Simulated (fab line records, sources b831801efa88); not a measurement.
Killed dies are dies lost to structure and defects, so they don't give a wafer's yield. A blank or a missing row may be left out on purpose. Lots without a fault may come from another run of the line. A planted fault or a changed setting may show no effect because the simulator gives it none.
Chamber matching | flow sky130 | SKY_VIA3_CMP_24 on cmp-02: 4 sister chambers
The step polishes, stops on SiO2, t overpolish 20 s, target thk 0 nm. 27 wafers are shown with their chamber, then 12 later ones without.

WAFERS WITH THEIR CHAMBER
wafer  | chamber | motor_current_A (A) | overpolish_run_s (s) | time_to_endpoint_s (s)
L074.1 | 0       | 12.6                | 20.000               | 98
L074.3 | 2       | 9.6                 | 19.986               | 96
L074.4 | 3       | 10.4                | 20.001               | 95
L076.2 | 3       | 10.6                | 19.987               | 93
L076.3 | 0       | 12.8                | 20.003               | 100
L076.4 | 1       | 11.8                | 20.000               | 94
L076.1 | 2       | 9.9                 | 20.007               | 94
L076.5 | 2       | 10.5                | 20.005               | 101
L076.6 | 1       | 11.3                | 19.992               | 97
L077.1 | 0       | 12.6                | 19.983               | 95
L077.3 | 2       | 9.8                 | 20.001               | 99
L077.5 | 2       | 10.1                | 19.998               | 97
L078.4 | 3       | 10.4                | 19.989               | 94
L078.5 | 1       | 11.8                | 20.009               | 96
L078.6 | 2       | 10.6                | 20.013               | 97
L079.1 | 0       | 12.6                | 19.998               | 98
L079.4 | 3       | 10.4                | 19.991               | 100
L079.5 | 1       | 12.0                | 20.006               | 101
L079.2 | 2       | 10.1                | 20.012               | 94
L079.3 | 1       | 11.7                | 19.998               | 100
L079.6 | 0       | 12.6                | 20.005               | 96
L081.1 | 3       | 10.5                | 19.999               | 96
L081.2 | 2       | 10.0                | 20.013               | 98
L081.5 | 3       | 10.6                | 19.989               | 99
L082.1 | 2       | 9.9                 | 20.019               | 94
L082.2 | 3       | 10.8                | 20.009               | 96
L082.6 | 3       | 11.0                | 19.998               | 95

SIGNATURES (means of the wafers above)
reading            | chamber 0 | chamber 1 | chamber 2 | chamber 3 | scatter within a chamber
motor_current_A    | 12.640    | 11.720    | 10.056    | 10.588    | 0.251
overpolish_run_s   | 19.99780  | 20.00100  | 20.00600  | 19.99537  | 0.00856
time_to_endpoint_s | 97.40     | 97.60     | 96.67     | 96.00     | 2.44
Rule: a wafer's distance from a chamber is the root of the sum, over the readings, of the square of ((its reading less the chamber's mean) divided by the reading's scatter). The wafer belongs to the nearest chamber; if the next one is less than 2 further off, it can't be placed. The scatter: the root of (the sum of the squares of (reading less its chamber's mean) over the shown wafers, divided by (wafers less chambers)).

WAFERS WITHOUT THEIR CHAMBER
wafer  | motor_current_A (A) | overpolish_run_s (s) | time_to_endpoint_s (s)
L083.1 | 10.1                | 20.007               | 95
L083.2 | 12.7                | 19.992               | 89
L083.4 | 11.7                | 20.008               | 95
L083.3 | 9.9                 | 19.988               | 91
L083.5 | 11.8                | 19.976               | 96
L083.6 | 12.4                | 19.981               | 89
L087.1 | 10.3                | 19.997               | 86
L087.2 | 12.3                | 19.996               | 94
L087.3 | 10.0                | 19.985               | 93
L093.2 | 11.8                | 19.992               | 93
L093.4 | 12.9                | 20.006               | 90
L093.5 | 11.5                | 20.000               | 93

WHICH CHAMBER EACH WENT THROUGH
wafer  | from the rows above     | in truth
L083.1 | can't be placed: 2 or 3 | 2
L083.2 | can't be placed: 0 or 1 | 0
L083.4 | 1                       | 1
L083.3 | can't be placed: 2 or 3 | 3
L083.5 | can't be placed: 1 or 0 | 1
L083.6 | can't be placed: 0 or 1 | 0
L087.1 | can't be placed: 3 or 2 | 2
L087.2 | can't be placed: 0 or 1 | 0
L087.3 | can't be placed: 2 or 3 | 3
L093.2 | can't be placed: 1 or 0 | 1
L093.4 | 0                       | 0
L093.5 | can't be placed: 1 or 3 | 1
Placed correctly: 2 of 12. Can't be placed from these rows: 10 (the true chamber is among the candidates in 10). Placed wrongly: 0.
